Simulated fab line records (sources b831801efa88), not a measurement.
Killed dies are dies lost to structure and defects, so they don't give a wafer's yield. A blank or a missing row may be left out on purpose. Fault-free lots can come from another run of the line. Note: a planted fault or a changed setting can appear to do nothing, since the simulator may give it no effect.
What tool caused it? | flow sfqLine | 14 lots with 42 wafers sampled at 3 steps, on a route of 325 steps

## WHAT THE GAUGES SHOWED, per wafer
SFQ_M3_OVL_MEAS_921. Usual: for M3_OVL the level is 1 nm and the standard deviation is 5.5.
lot  | measured     | on         | M3_OVL (nm) | flag
L690 | day 24 03:02 | overlay-01 | 0 -1 2      | 
L691 | day 24 10:14 | overlay-01 | 7 5 11      | 
L692 | day 24 18:38 | overlay-02 | -2 -3 -1    | 
L693 | day 26 11:31 | overlay-02 | 6 -1 6      | 
L697 | day 37 23:39 | overlay-02 | 7 7 11      | 
L698 | day 38 04:27 | overlay-02 | 1 9 -3      | 
L699 | day 38 05:39 | overlay-02 | 15 14 6     | 
L700 | day 38 08:04 | overlay-02 | 1 -2 -2     | 
L706 | day 38 23:39 | overlay-02 | 0 1 2       | 
L707 | day 39 00:51 | overlay-01 | 1 6 4       | 
L708 | day 39 04:27 | overlay-01 | -9 2 -5     | 
L710 | day 39 09:15 | overlay-02 | -5 2 -6     | 
L711 | day 39 11:39 | overlay-01 | 0 -4 4      | 
L713 | day 39 18:51 | overlay-01 | -4 -6 -4    | 

SFQ_M7_RS_MEAS_943: measurement is done with a four-point probe. Usual: for M7_NB_RS the level is 0.895 ohm/sq and the standard deviation is 0.0088.
lot  | measured     | on           | M7_NB_RS (ohm/sq)                   | flag
L690 | day 66 23:46 | filmMetro-01 | 0.906 0.910 0.904                   | 
L691 | day 67 05:45 | filmMetro-02 | 0.903 0.902 0.897                   | 
L692 | day 69 10:19 | filmMetro-04 | 0.887 0.890 0.895                   | 
L693 | day 69 12:43 | filmMetro-01 | 0.894 0.894 0.891                   | 
L697 | day 73 13:49 | filmMetro-04 | 0.909 0.918 0.913                   | 
L698 | day 76 15:31 | filmMetro-01 | 0.898 0.897 0.703 0.898 0.896 0.704 | OFF
L699 | day 73 16:49 | filmMetro-01 | 0.893 0.904 0.899                   | 
L700 | day 76 19:08 | filmMetro-04 | 0.892 0.707 0.703 0.890 0.707 0.704 | OFF
L706 | day 77 13:05 | filmMetro-02 | 0.905 0.907 0.905                   | 
L707 | day 77 17:53 | filmMetro-01 | 0.906 0.905 0.901                   | 
L708 | day 77 22:43 | filmMetro-01 | 0.892 0.893 0.895                   | 
L710 | day 78 10:14 | filmMetro-02 | 0.879 0.879 0.873                   | 
L711 | day 82 15:01 | filmMetro-01 | 0.893 0.894 0.900                   | 
L713 | day 82 22:14 | filmMetro-04 | 0.899 0.900 0.892                   | 

## WHAT TOOL EACH LOT RAN ON (gives the tool, then ch and the chambers of the sampled wafers, and finally the start)
lot  | SFQ_TRILAYER_M7_DEP_SPUTTER_175
L690 | pvdSputter-06, day 66 23:40
L691 | pvdSputter-04, day 67 05:40
L692 | pvdSputter-05, day 69 10:14
L693 | pvdSputter-04, day 69 12:38
L697 | pvdSputter-06, day 73 13:43
L698 | pvdSputter-05, day 76 15:24
L699 | pvdSputter-05, day 73 16:43
L700 | pvdSputter-05, day 76 19:00
L706 | pvdSputter-04, day 77 13:00
L707 | pvdSputter-06, day 77 17:48
L708 | pvdSputter-04, day 77 22:36
L710 | pvdSputter-06, day 78 10:09
L711 | pvdSputter-06, day 82 14:55
L713 | pvdSputter-05, day 82 22:08
- SFQ_TRILAYER_M7_DEP_SPUTTER_175: material Nb, target thk 200 nm, time 133.3 s.

## WHAT THE TOOLS THEMSELVES READ (means of the sampled wafers that have a number; where no wafer has one, the mark that the record gives instead)
SFQ_TRILAYER_M7_DEP_SPUTTER_175. Usual: basePressurePa 1.34e-06 Pa, standard deviation 8.7e-08; throttleValvePct 29.9 %, standard deviation 0.88.
lot  | tool          | basePressurePa (Pa) | throttleValvePct (%) | flag
L690 | pvdSputter-06 | 1.29e-06            | 31.1                 | 
L691 | pvdSputter-04 | 1.34e-06            | 29.2                 | 
L692 | pvdSputter-05 | 1.28e-06            | 30.1                 | 
L693 | pvdSputter-04 | 1.39e-06            | 29.9                 | 
L697 | pvdSputter-06 | 1.36e-06            | 29.5                 | 
L698 | pvdSputter-05 | 1.29e-06            | 30.7                 | 
L699 | pvdSputter-05 | 1.36e-06            | 30.7                 | 
L700 | pvdSputter-05 | 1.41e-06            | 30.6                 | 
L706 | pvdSputter-04 | 1.31e-06            | 29.4                 | 
L707 | pvdSputter-06 | 1.35e-06            | 29.6                 | 
L708 | pvdSputter-04 | 1.32e-06            | 29.4                 | 
L710 | pvdSputter-06 | 1.39e-06            | 30.0                 | 
L711 | pvdSputter-06 | 1.33e-06            | 30.4                 | 
L713 | pvdSputter-05 | 1.44e-06            | 30.2                 | 

## THE ANSWER, worked out from the rows above alone
Rule: take the mean of a lot's wafers that have a number; if it is more than 3 standard deviations from the usual mean, the lot is off. A lot without any number at a reading at which 4 lots or more have one is off too. Any other lot the step has rows for is counted as sound. First the gauges in route order, then the tools' own readings, where a lot's mean is used as printed above. The first step at which some lot is off is used, and at that step the reading that is off furthest; a lot without a number counts as furthest.
Off: L698, L700, at SFQ_M7_RS_MEAS_943 (M7_NB_RS).
If a tool, at a process step before that reading, ran all the lots that are off and no sound lot after the first of them, it fits. Gauges at SFQ_M7_RS_MEAS_943: tried the same way as those tools. Not one of the candidates tried fits.

## WHAT THE SIMULATOR HAD PUT IN
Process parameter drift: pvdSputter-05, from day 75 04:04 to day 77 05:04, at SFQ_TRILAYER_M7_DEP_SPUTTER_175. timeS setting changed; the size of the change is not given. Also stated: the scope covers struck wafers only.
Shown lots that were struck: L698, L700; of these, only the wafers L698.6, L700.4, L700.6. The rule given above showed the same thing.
